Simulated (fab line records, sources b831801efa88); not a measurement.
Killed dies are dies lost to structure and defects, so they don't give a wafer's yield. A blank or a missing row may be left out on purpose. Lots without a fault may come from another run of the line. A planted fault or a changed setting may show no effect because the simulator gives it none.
fab line records | flow sfq_line | part 2 of 2: steps 30 to 42 of 42
record lots=5 wafers=15 last_day=83
route steps=325 shown C5@248 M6@251 I6@266 M7@281
lots that met no fault: from a run of the same line without faults
start_h: hours from the record's first day to the start of the lot's first wafer shown | wait_h: hours since the lot's step before | " the same as in the row above | L1.1+2: a row that stands for several wafers | - no value, or no start given | * or withheld: withheld | < > ~ a bound
route shown NAME@n: a module of which the file shows steps, and the number in the route of the first | usual: mean/standard deviation of fault-free wafers | same: alike in all rows | chamber/n: place in a boat | sites: the reading at each site | _std_site: their standard deviation | _edge_site: outer sites' mean less inner sites' | radius_mm: how far each site lies from the wafer's centre | mask NAME#n: copy n | behind: the tool/chamber that last shaped the wafer | hold: why the lot was held/for how many hours/how that ended | device: the transistor (n, p or np) that didn't switch | end of line: the same wafers' tests at the end of the route | a step without rows: its recipe alone | killed: dies lost to structure and defects at the first sort, not the wafer's yield | map: a wafer's dies, x killed, . not, _ none there
set.NAME: the setting as run; set.NAME@STEP: as run at that earlier step | model.NAME: the simulator's own value behind a step, which no gauge read
lots at some steps of the route; a table a step, a row a wafer
services: from which hour (start_h, from the record's first day; less than 0 if before it) a tool's chamber was out of use, for how many hours, and why
## steps
# step SFQ_TRILAYER_I6_VIA_ETCH_VIA_ETCH_172
# recipe target=SiO2 stop_on=Nb mask_material=PR taper_deg=20 chemistry=CHF3 target_depth_nm=260 source_w=500 bias_w=80 pressure_mtorr=30 time_s=withheld
# usual drypump_motor_current_A=5.8/0.36 oes_product_au=0.855/0.0051
# columns lot.wafer tool chamber start_h wait_h drypump_motor_current_A oes_product_au
L077.2 rie_diel-02 1 1622.12 0.0 6.0 0.855
L077.5 " 2 " " 5.3 0.855
L077.6 " 1 " " 5.9 0.857
L080.1 rie_diel-02 0 1647.32 0.0 5.6 0.855
L080.5 " 3 " " 6.5 0.853
L080.6 " 2 " " 5.3 0.854
L090.1 rie_diel-02 3 1872.77 0.0 6.5 0.852
L090.2 " 0 " " 5.6 0.855
L090.5 " 3 " " 6.5 0.849
L094.1 rie_diel-02 0 1894.73 0.0 5.5 0.859
L094.2 " 3 " " 6.4 0.866
L094.6 " 2 " " 5.3 0.844
L097.2 rie_diel-01 0 1899.53 0.0 6.0 0.856
L097.4 " 2 " " 5.5 0.856
L097.6 " 1 " " 5.6 0.861
# step SFQ_TRILAYER_I6_VIA_STRIP_STRIP_173
# recipe gas=O2 power_w=200 platen_temp_c=40 overash_fraction=0.65 chemistry=O2 pressure_mtorr=50
# usual drypump_motor_current_A=5.27/0.17 oes_product_au=1.001/0.0081
# columns lot.wafer tool chamber start_h wait_h drypump_motor_current_A oes_product_au rf_hours_counter_h
L077.2 rie_metal-04 0 1622.23 - 5.05 0.997 9
L077.5 " 1 " " 5.45 1.000 -
L077.6 " 0 " " 5.04 1.002 -
L080.1 rie_metal-01 0 1647.43 - 5.20 1.004 133
L080.5 " 0 " " 5.20 1.008 -
L080.6 " 0 " " 5.20 1.006 -
L090.1 rie_metal-04 0 1872.88 - 5.04 0.997 43
L090.2 " 1 " " 5.45 1.000 68
L090.5 " 0 " " 5.04 1.003 -
L094.1 rie_metal-04 0 1894.84 - 5.03 1.004 47
L094.2 " 1 " " 5.47 0.999 72
L094.6 " 1 " " 5.48 1.003 -
L097.2 rie_metal-04 1 1899.64 - 5.47 1.006 72
L097.4 " 0 " " 5.07 1.020 -
L097.6 " 0 " " 5.06 1.011 -
# step SFQ_TRILAYER_I6_VIA_STRIP_SOLV_CLEAN_174
# recipe chemistry=NMP temp_c=70 time_s=600
# columns lot.wafer tool chamber start_h wait_h
L077.2+5+6 wet_bench-01 2,3,1 1622.83 0.4
L080.1+5+6 wet_bench-02 3,1,2 1648.63 1.0
L090.1+2+5 wet_bench-01 5,7,4 1873.48 0.4
L094.1+2+6 wet_bench-01 3,2,4 1895.44 0.4
L097.2+4+6 wet_bench-01 2,1,7 1900.24 0.4
# step SFQ_TRILAYER_M7_DEP_PRE_CLEAN_176
# recipe gas=Ar time_s=22.5 bias_v=250
# columns lot.wafer tool chamber start_h wait_h
L077.2+5+6 pvd_sputter-05 - 1623.00 0.0
L080.1+5+6 pvd_sputter-04 - 1648.80 0.0
L090.1+2+5 pvd_sputter-05 - 1873.66 0.0
L094.1+2+6 pvd_sputter-03 - 1895.61 0.0
L097.2+4+6 pvd_sputter-03 - 1900.41 0.0
# step SFQ_TRILAYER_M7_DEP_SPUTTER_175
# recipe material=Nb base_pressure_pa=1.33e-06 chamber_pressure_pa=0.1333 substrate_temp_c=20 target_thk_nm=200 power_w=2000 time_s=133.3
# usual substrate_temp_c=19.98/0.1 throttle_valve_pct=29.9/0.92
# columns lot.wafer tool chamber start_h wait_h substrate_temp_c throttle_valve_pct
L077.2 pvd_sputter-05 - 1623.03 0.0 20.19 30.5
L077.5 " - " " 19.97 30.5
L077.6 " - " " 19.95 30.4
L080.1 pvd_sputter-04 - 1648.83 0.0 19.71 31.0
L080.5 " - " " 19.93 30.9
L080.6 " - " " 19.94 30.7
L090.1 pvd_sputter-05 - 1873.68 0.0 19.94 30.3
L090.2 " - " " 20.08 30.1
L090.5 " - " " 20.06 29.6
L094.1 pvd_sputter-03 - 1895.64 0.0 19.91 28.7
L094.2 " - " " 20.14 30.4
L094.6 " - " " 20.09 30.2
L097.2 pvd_sputter-03 - 1900.44 0.0 20.06 31.0
L097.4 " - " " 19.98 30.7
L097.6 " - " " 20.19 28.7
# step SFQ_M7_RS_MEAS_943
# recipe thk_meas_gauge=four-point-probe reads=Nb_of_TRILAYER_M7_DEP_SPUTTER_175
# usual M7_NB_RS=0.894/0.0075
# columns lot.wafer tool chamber start_h wait_h M7_NB_RS[ohm/sq]
L077.2 film_metro-03 - 1623.14 0.1 0.897
L077.5 " - " " 0.897
L077.6 " - " " 0.893
L080.1 film_metro-02 - 1648.92 0.0 0.898
L080.5 " - " " 0.889
L080.6 " - " " 0.891
L090.1 film_metro-02 - 1873.78 0.0 0.898
L090.2 " - " " 0.895
L090.5 " - " " 0.897
L094.1 film_metro-01 - 1895.73 0.0 0.890
L094.2 " - " " 0.899
L094.6 " - " " 0.889
L097.2 film_metro-03 - 1900.55 0.1 0.904
L097.4 " - " " 0.898
L097.6 " - " " 0.901
# step SFQ_TRILAYER_M7_LITHO_COAT_182
# recipe resist=BARC spin_rpm=3059 resist_thk_nm=62
# columns lot.wafer tool chamber start_h wait_h
L077.2+5+6 litho_track-04 0 1623.35 0.1
L080.1+5+6 litho_track-01 0 1649.10 0.1
L090.1+2+5 litho_track-03 0 1873.96 0.1
L094.1+2+6 litho_track-03 0 1895.91 0.1
L097.2+4+6 litho_track-04 0 1900.76 0.1
# step SFQ_TRILAYER_M7_LITHO_COAT_177
# recipe resist=KrF spin_rpm=3000 resist_thk_nm=600
# columns lot.wafer tool chamber start_h wait_h
L077.2+5+6 litho_track-04 0 1623.65 0.2
L080.1+5+6 litho_track-01 0 1649.40 0.2
L090.1+2+5 litho_track-03 0 1874.26 0.2
L094.1+2+6 litho_track-03 0 1896.21 0.2
L097.2+4+6 litho_track-04 0 1901.06 0.2
# step SFQ_TRILAYER_M7_LITHO_SOFTBAKE_181
# recipe temp_c=withheld time_s=withheld resist=KrF
# columns lot.wafer tool chamber start_h wait_h
L077.2+5+6 litho_track-04 0 1623.93 0.2
L080.1+5+6 litho_track-01 0 1649.70 0.2
L090.1+2+5 litho_track-03 0 1874.56 0.2
L094.1+2+6 litho_track-03 0 1896.51 0.2
L097.2+4+6 litho_track-04 0 1901.34 0.2
# step SFQ_TRILAYER_M7_LITHO_EXPOSE_178
# recipe mask_id=M7 na=0.6 source_shape=conventional sigma_outer=0.65 target_cd_nm=500 dose_mj=14.4
# columns lot.wafer tool chamber start_h wait_h mask
L077.2+5+6 krf_scanner-01 0 1624.25 - M7#0
L080.1+5+6 krf_scanner-01 0 1653.60 - M7#0
L090.1+2+5 krf_scanner-01 0 1875.91 - M7#0
L094.1+2+6 krf_scanner-02 0 1900.09 - M7#0
L097.2+4+6 krf_scanner-02 0 1905.09 - M7#0
# step SFQ_TRILAYER_M7_LITHO_PEB_180
# recipe peb_temp_c=115 peb_time_s=60 resist=KrF
# columns lot.wafer tool chamber start_h wait_h
L077.2+5+6 litho_track-03 0 1625.28 0.8
L080.1+5+6 litho_track-03 0 1654.80 1.0
L090.1+2+5 litho_track-04 0 1877.11 1.0
L094.1+2+6 litho_track-01 0 1901.29 1.0
L097.2+4+6 litho_track-01 0 1906.12 0.8
# step SFQ_TRILAYER_M7_LITHO_DEVELOP_179
# recipe time_s=60 resist=KrF
# columns lot.wafer tool chamber start_h wait_h
L077.2+5+6 litho_track-03 0 1625.43 0.1
L080.1+5+6 litho_track-03 0 1654.95 0.1
L090.1+2+5 litho_track-04 0 1877.26 0.1
L094.1+2+6 litho_track-01 0 1901.44 0.1
L097.2+4+6 litho_track-01 0 1906.27 0.1
# step SFQ_M7_OVL_MEAS_945
# usual M7_OVL=-1/6.6
# columns lot.wafer tool chamber start_h wait_h M7_OVL[nm]
L077.2 overlay-01 - 1625.56 0.1 1
L077.5 " - " " 5
L077.6 " - " " 9
L080.1 overlay-02 - 1655.10 0.1 -1
L080.5 " - " " 2
L080.6 " - " " -6
L090.1 overlay-02 - 1877.41 0.1 -1
L090.2 " - " " -6
L090.5 " - " " -3
L094.1 overlay-02 - 1901.59 0.1 2
L094.2 " - " " -4
L094.6 " - " " 0
L097.2 overlay-02 - 1906.40 0.1 13
L097.4 " - " " 7
L097.6 " - " " 6
## services
# columns tool chamber start_h hours kind
pvd_sputter-06 - 1467.49 0.9 repair
krf_scanner-01 - 1477.60 0.8 pm
krf_scanner-01 - 1489.27 1.3 pm
rie_diel-02 3 1495.31 6.0 repair
rie_diel-02 2 1498.62 16.3 repair
krf_scanner-01 - 1510.97 1.0 pm
rie_diel-02 2 1607.11 7.9 repair
pvd_sputter-06 - 1610.00 1.6 repair
rie_diel-02 2 1637.03 6.7 repair
krf_scanner-01 - 1646.85 0.8 pm
krf_scanner-01 - 1664.40 1.3 pm
rie_diel-02 2 1667.53 18.4 repair
krf_scanner-01 - 1676.50 0.8 pm
krf_scanner-01 - 1679.88 1.0 pm
rie_diel-02 2 1689.73 1.6 repair
rie_diel-02 3 1700.31 5.9 repair
pvd_sputter-06 - 1701.23 0.6 repair
rie_diel-02 - 1720.97 0.2 repair
rie_metal-04 1 1728.02 7.1 repair
rie_diel-02 - 1755.03 15.6 pm
rie_diel-02 3 1791.88 2.9 repair
rie_metal-04 0 1818.00 20.7 repair
rie_metal-04 0 1841.94 3.5 repair
rie_metal-04 1 1849.90 1.4 repair
